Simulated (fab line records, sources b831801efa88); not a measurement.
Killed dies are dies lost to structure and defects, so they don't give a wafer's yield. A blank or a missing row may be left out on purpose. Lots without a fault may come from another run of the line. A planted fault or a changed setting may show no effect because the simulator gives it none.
One fault seen from 2 desks | flow sky130 | each desk has only its own numbers; what lay behind them comes last

THE METROLOGY DESK
What the gauges read, lot by lot, whatever tool the lot ran on: means of the sampled wafers that have a number. A lot is out of limits, marked OUT, if its mean lies more than 4 standard deviations from the usual mean; the brackets give that distance.
Columns: A = INCOMING_BOW at SKY_FIELD_ISO_BOW_MEAS_00, usual -1 um; B = SD_P_OVL at SKY_SD_P_OVL_MEAS_08, usual -0.2 nm; C = SD_N_RS at SKY_SD_N_RS_MEAS_16, usual 68.57 ohm/sq; D = SD_P_RS at SKY_SD_N_RS_MEAS_17, usual 147.1 ohm/sq
lot  | first seen here | A  | B    | C               | D
L886 | day 1 20:02     | -2 | 0.6  | 68.48           | 146.7
L889 | day 2 11:02     | 1  | 0.6  | 70.87 (+21) OUT | 159.8 (+34) OUT
L890 | day 2 16:01     | 1  | -0.1 | 68.74           | 147.7
L891 | day 2 21:01     | 2  | 1.1  | 68.68           | 147.1
L892 | day 3 02:02     | 1  | -0.0 | 70.93 (+21) OUT | 160.0 (+35) OUT
L895 | day 3 17:01     | 2  | -0.7 | 70.87 (+21) OUT | 160.5 (+36) OUT
L901 | day 4 23:01     | 3  | 0.2  | 68.52           | 146.7
L903 | day 5 09:00     | -8 | -0.5 | 68.55           | 147.4
L904 | day 5 14:00     | 1  | -1.0 | 68.61           | 147.4
L905 | day 5 19:01     | -2 | -2.0 | 68.41           | 146.6
L907 | day 6 05:00     | -6 | -0.7 | 68.60           | 146.7
This desk's finding: out of limits on L889, L892, L895; first on L889, day 30 08:55 (SD_N_RS at SKY_SD_N_RS_MEAS_16). In limits: L886, L890, L891, L901, L903, L904, L905, L907.

THE TOOL OWNER'S DESK: rtp_anneal-01
The tool's own readings at SKY_SD_N_RTA_14 (time 2 s): means of the sampled wafers that have a number, for each lot that ran on this tool. A lot is out of limits, marked OUT, if its mean lies more than 4 standard deviations from the usual mean; the brackets give that distance.
Columns: A = chamber_o2_ppm at SKY_SD_N_RTA_14, usual 2.004; B = lamp_power_pct at SKY_SD_N_RTA_14, usual 15.74 %; C = wafer_temp_C_max at SKY_SD_N_RTA_14, usual 1078.0
lot  | first seen here | A     | B                | C
L886 | day 30 04:20    | 2.033 | 15.78            | 1077.8
L890 | day 30 06:59    | 2.014 | 15.72            | 1077.9
L889 | day 30 08:44    | 2.009 | 15.22 (-11) OUT  | 1076.9
L892 | day 30 21:23    | 2.019 | 15.28 (-9.8) OUT | 1078.1
L895 | day 31 13:43    | 1.996 | 15.25 (-10) OUT  | 1076.3
L904 | day 34 12:28    | 2.000 | 15.72            | 1076.9
L905 | day 34 14:02    | 1.989 | 15.75            | 1078.5
L907 | day 35 07:53    | 2.000 | 15.74            | 1077.7
This desk's finding: out of limits on L889, L892, L895; first on L889, day 30 08:44 (lamp_power_pct at SKY_SD_N_RTA_14). In limits: L886, L890, L904, L905, L907.

PUT TOGETHER
The tool owner's desk could have raised an alarm at day 30 08:44, on L889, L892, L895.
The metrology desk could have raised an alarm at day 30 08:55, on L889, L892, L895.
Of the lots named, all ran SKY_SD_N_RTA_14 on rtp_anneal-01.

WHAT THE SIMULATOR HAD PUT IN
Process parameter drift: rtp_anneal-01, from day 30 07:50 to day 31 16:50, at SKY_SD_N_RTA_14. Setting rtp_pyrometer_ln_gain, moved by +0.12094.
Lots struck among those shown: L889, L892, L895.
Hours from the fault's start to each desk's first reading out of limits: the tool owner's desk, 1; the metrology desk, 1.
